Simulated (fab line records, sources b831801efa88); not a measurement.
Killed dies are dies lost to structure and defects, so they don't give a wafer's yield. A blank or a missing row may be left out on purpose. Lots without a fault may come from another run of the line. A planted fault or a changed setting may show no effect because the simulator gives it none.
fab line records | flow sky130 | part 2 of 2: steps 30 to 39 of 39
record lots=5 wafers=15 last_day=49
route steps=708 shown VIA1@472 METAL2@483 VIA2@507
lots that met no fault: from a run of the same line without faults
start_h: hours from the record's first day to the start of the lot's first wafer shown | wait_h: hours since the lot's step before | " the same as in the row above | L1.1+2: a row that stands for several wafers | - no value, or no start given | * or withheld: withheld | < > ~ a bound
route shown NAME@n: a module of which the file shows steps, and the number in the route of the first | usual: mean/standard deviation of fault-free wafers | same: alike in all rows | chamber/n: place in a boat | sites: the reading at each site | _std_site: their standard deviation | _edge_site: outer sites' mean less inner sites' | radius_mm: how far each site lies from the wafer's centre | mask NAME#n: copy n | behind: the tool/chamber that last shaped the wafer | hold: why the lot was held/for how many hours/how that ended | device: the transistor (n, p or np) that didn't switch | end of line: the same wafers' tests at the end of the route | a step without rows: its recipe alone | killed: dies lost to structure and defects at the first sort, not the wafer's yield | map: a wafer's dies, x killed, . not, _ none there
set.NAME: the setting as run; set.NAME@STEP: as run at that earlier step | model.NAME: the simulator's own value behind a step, which no gauge read
lots at some steps of the route; a table a step, a row a wafer
services: from which hour (start_h, from the record's first day; less than 0 if before it) a tool's chamber was out of use, for how many hours, and why
## steps
# step SKY_METAL2_ETCH_18
# recipe chemistry=N2/H2 target=BARC ion_energy_ev=200 bias_w=100 pressure_mtorr=30 n2_flow_sccm=100 h2_flow_sccm=200 icp_w=500 stop_on=SiO2 time_s=45.9 target_depth_a=600
# usual drypump_motor_current_A=5.5/0.53 oes_product_au=0.855/0.0048 throttle_valve_pct=13.226/0.0093
# columns lot.wafer tool chamber start_h wait_h drypump_motor_current_A oes_product_au rf_hours_counter_h throttle_valve_pct
L076.2 rie_metal-01 1 847.72 0.0 5.9 0.851 11.4 13.222
L076.3 " 1 " " 5.9 0.857 - 13.225
L076.5 " 0 " " 4.7 0.858 - 13.245
L082.2 rie_metal-01 1 886.81 0.0 5.9 0.855 12.8 13.224
L082.4 " 1 " " 5.9 0.852 - 13.217
L082.5 " 0 " " 4.7 0.855 - 13.225
L084.2 rie_metal-02 0 899.31 0.0 5.5 0.847 9.3 13.223
L084.3 " 1 " " 5.9 0.860 - 13.231
L084.4 " 0 " " 5.5 0.854 - 13.243
L085.4 rie_metal-03 1 908.32 0.0 6.2 0.859 - 13.223
L085.5 " 0 " " 5.1 0.853 - 13.222
L085.6 " 1 " " 6.2 0.852 - 13.233
L093.1 rie_metal-03 0 967.87 0.0 5.1 0.852 13.5 13.247
L093.2 " 1 " " 6.2 0.858 11.4 13.241
L093.6 " 0 " " 5.1 0.861 - 13.223
# step SKY_METAL2_METAL_ETCH_19
# recipe target_depth_a=3600 stop_on=SiO2 over_etch_frac=0.3 time_s=78 chemistry=Cl2/BCl3 resist_sidewall_deg=88 pressure_mtorr=10 icp_w=900 bias_w=48.5 Cl2_flow_sccm=60 bcl3_flow_sccm=30
# usual drypump_motor_current_A=5.5/0.53 oes_product_au=0.854/0.0067 throttle_valve_pct=22.263/0.0086
# columns lot.wafer tool chamber start_h wait_h drypump_motor_current_A oes_product_au rf_hours_counter_h throttle_valve_pct
L076.2 rie_metal-01 1 847.79 0.0 5.9 0.859 11.4 22.258
L076.3 " 1 " " 5.9 0.840 - 22.278
L076.5 " 0 " " 4.7 0.868 - 22.260
L082.2 rie_metal-01 1 886.87 0.0 5.9 0.850 12.8 22.260
L082.4 " 1 " " 5.9 0.851 - 22.251
L082.5 " 0 " " 4.7 0.860 - 22.261
L084.2 rie_metal-02 0 899.37 0.0 5.5 0.855 9.3 22.262
L084.3 " 1 " " 5.9 0.851 - 22.269
L084.4 " 0 " " 5.5 0.847 - 22.269
L085.4 rie_metal-03 1 908.39 0.1 6.2 0.846 - 22.267
L085.5 " 0 " " 5.1 0.844 - 22.272
L085.6 " 1 " " 6.2 0.847 - 22.260
L093.1 rie_metal-03 0 967.94 0.0 5.1 0.858 13.5 22.261
L093.2 " 1 " " 6.2 0.849 11.4 22.262
L093.6 " 0 " " 5.1 0.858 - 22.251
# step SKY_METAL2_STRIP_20
# recipe chemistry=O2/N2 power_w=1400 pressure_mtorr=1500 platen_temp_c=withheld o2_flow_sccm=3000 n2_flow_sccm=300 overash_fraction=0.5
# usual drypump_motor_current_A=6.0/0.43 oes_product_au=0.346/0.0047 strip_time_to_endpoint_s=2.75/0.051
# columns lot.wafer tool chamber start_h wait_h drypump_motor_current_A oes_product_au rf_hours_counter_h strip_time_to_endpoint_s
L076.2 plasma_asher-04 0 847.88 0.1 6.4 0.346 103 2.83
L076.3 " 0 " " 6.4 0.346 - 2.85
L076.5 " 0 " " 6.4 0.348 - 2.76
L082.2 plasma_asher-02 1 886.96 0.1 5.4 0.358 69 2.82
L082.4 " 0 " " 6.0 0.349 - 2.79
L082.5 " 0 " " 6.0 0.345 - 2.77
L084.2 plasma_asher-04 1 899.46 0.1 5.8 0.341 109 2.78
L084.3 " 1 " " 5.8 0.340 - 2.66
L084.4 " 0 " " 6.4 0.350 - 2.77
L085.4 plasma_asher-01 0 908.48 0.1 6.7 0.342 - 2.73
L085.5 " 1 " " 6.4 0.350 - 2.76
L085.6 " 0 " " 6.7 0.344 - 2.73
L093.1 plasma_asher-04 0 968.03 0.1 6.4 0.350 115 2.72
L093.2 " 1 " " 5.8 0.346 115 2.71
L093.6 " 1 " " 5.8 0.348 - 2.74
# step SKY_METAL2_STRIP_21
# recipe chemistry=post_etch_residue_remover time_s=1200 temp_c=72.5
# columns lot.wafer tool chamber start_h wait_h
L076.2+3+5 wet_bench-04 2 847.98 0.1
L082.2+4+5 wet_bench-02 0 887.06 0.1
L084.2+3+4 wet_bench-02 2 899.56 0.1
L085.4+5+6 wet_bench-03 3 908.55 0.0
L093.1+2+6 wet_bench-02 3 968.13 0.1
# step SKY_METAL2_CLEAN_22
# recipe chemistry=IPA time_s=180 temp_c=25
# columns lot.wafer tool chamber start_h wait_h
L076.2+3+5 wet_bench-02 3 848.32 0.0
L082.2+4+5 wet_bench-03 3 887.43 0.0
L084.2+3+4 wet_bench-03 0 900.00 0.0
L085.4+5+6 wet_bench-02 0 908.92 0.0
L093.1+2+6 wet_bench-04 1 968.47 0.0
# step SKY_METAL2_CLEAN_23
# recipe chemistry=O3/DIW dry=n2_spin
# columns lot.wafer tool chamber start_h wait_h
L076.2+3+5 wet_bench-03 3 848.38 0.0
L082.2+4+5 wet_bench-02 1 887.49 0.0
L084.2+3+4 wet_bench-04 0 900.06 0.0
L085.4+5+6 wet_bench-04 0 908.98 0.0
L093.1+2+6 wet_bench-03 2 968.53 0.0
# step SKY_VIA2_HDPCVD_00
# recipe material=SiO2 target_thk_nm=1180 sigma_open_frac=0.3 time_s=196.7 temp_c=400 sih4_flow_sccm=60 pressure_mtorr=6
# columns lot.wafer tool chamber start_h wait_h
L076.2+3+5 hdpcvd-02 0,1,0 848.47 0.0
L082.2+4+5 hdpcvd-01 2,1,2 887.59 0.0
L084.2+3+4 hdpcvd-01 2,1,0 900.15 0.0
L085.4+5+6 hdpcvd-02 2,0,1 909.14 0.1
L093.1+2+6 hdpcvd-02 0,1,0 968.72 0.0
# step SKY_VIA2_THK_MEAS_01
# recipe reads=SiO2_of_VIA2_HDPCVD_00
# usual VIA2_HDPCVD_THK=1175/17
# columns lot.wafer tool chamber start_h wait_h VIA2_HDPCVD_THK[nm]
L076.2 film_metro-04 - 848.61 0.1 1180
L076.3 " - " " 1176
L076.5 " - " " 1195
L082.2 film_metro-03 - 887.73 0.1 1200
L082.4 " - " " 1183
L082.5 " - " " 1202
L084.2 film_metro-04 - 900.29 0.1 1181
L084.3 " - " " 1174
L084.4 " - " " 1147
L085.4 film_metro-03 - 909.23 0.0 1168
L085.5 " - " " 1174
L085.6 " - " " 1181
L093.1 film_metro-04 - 968.84 0.1 1217
L093.2 " - " " 1210
L093.6 " - " " 1221
# step SKY_VIA2_CMP_02
# recipe material=SiO2 down_force_psi=4 platen_rpm=60 pad_velocity_m_s=0.94248
# usual motor_current_A=12.0/1.2
# columns lot.wafer tool chamber start_h wait_h motor_current_A
L076.2 cmp-02 1 848.71 0.1 12.8
L076.3 " 2 " " 12.2
L076.5 " 1 " " 11.7
L082.2 cmp-02 2 887.83 0.1 12.3
L082.4 " 3 " " 13.0
L082.5 " 2 " " 12.3
L084.2 cmp-02 3 900.34 0.0 12.5
L084.4 " 1 " " 12.5
L084.3 " 2 " " 12.1
L085.4 cmp-01 0 909.26 0.0 12.3
L085.5 " 0 " " 11.8
L085.6 " 1 " " 11.6
L093.1 cmp-02 0 968.95 0.1 13.2
L093.2 " 2 " " 12.6
L093.6 " 0 " " 12.6
# step SKY_VIA2_BOW_MEAS_03
# recipe mode=bow
# usual VIA2_BOW=85/6.7
# columns lot.wafer tool chamber start_h wait_h VIA2_BOW[um]
L076.2 film_metro-04 - 848.98 0.2 71
L076.3 " - " " 90
L076.5 " - " " 79
L082.2 film_metro-03 - 888.10 0.2 89
L082.4 " - " " 97
L082.5 " - " " 96
L084.2 film_metro-03 - 900.66 0.3 92
L084.3 " - " " 85
L084.4 " - " " 90
L085.4 film_metro-04 - 909.62 0.3 89
L085.5 " - " " 82
L085.6 " - " " 101
L093.1 film_metro-04 - 969.20 0.2 88
L093.2 " - " " 77
L093.6 " - " " 78
## services
# columns tool chamber start_h hours kind
cmp-02 - 796.92 5.1 pm
rie_diel-01 - 808.10 1.2 repair
pvd_sputter-01 - 820.13 2.4 repair
rie_metal-02 0 821.77 12.5 repair
cvd_w-01 - 823.83 2.0 repair
rie_diel-01 3 827.96 14.4 repair
wet_bench-02 - 828.47 2.5 repair
hdpcvd-01 - 829.06 0.3 repair
cmp-01 - 830.29 0.9 repair
pvd_sputter-02 - 858.43 1.9 repair
rie_diel-01 3 885.95 15.0 repair
cmp-01 - 895.70 7.0 pm
krf_scanner-02 - 898.70 12.1 repair
hdpcvd-02 - 899.60 0.6 repair
cmp-02 - 912.00 4.0 pm
krf_scanner-02 - 915.68 0.8 pm
cvd_w-02 0 931.08 14.3 repair
plasma_asher-04 - 940.01 3.9 repair
rie_metal-03 1 946.09 1.0 repair
hdpcvd-02 - 950.25 15.0 pm
krf_scanner-02 - 950.36 1.3 pm
cvd_w-02 - 952.38 0.3 repair
krf_scanner-02 - 954.11 1.0 pm
pvd_sputter-03 - 963.17 1.2 repair
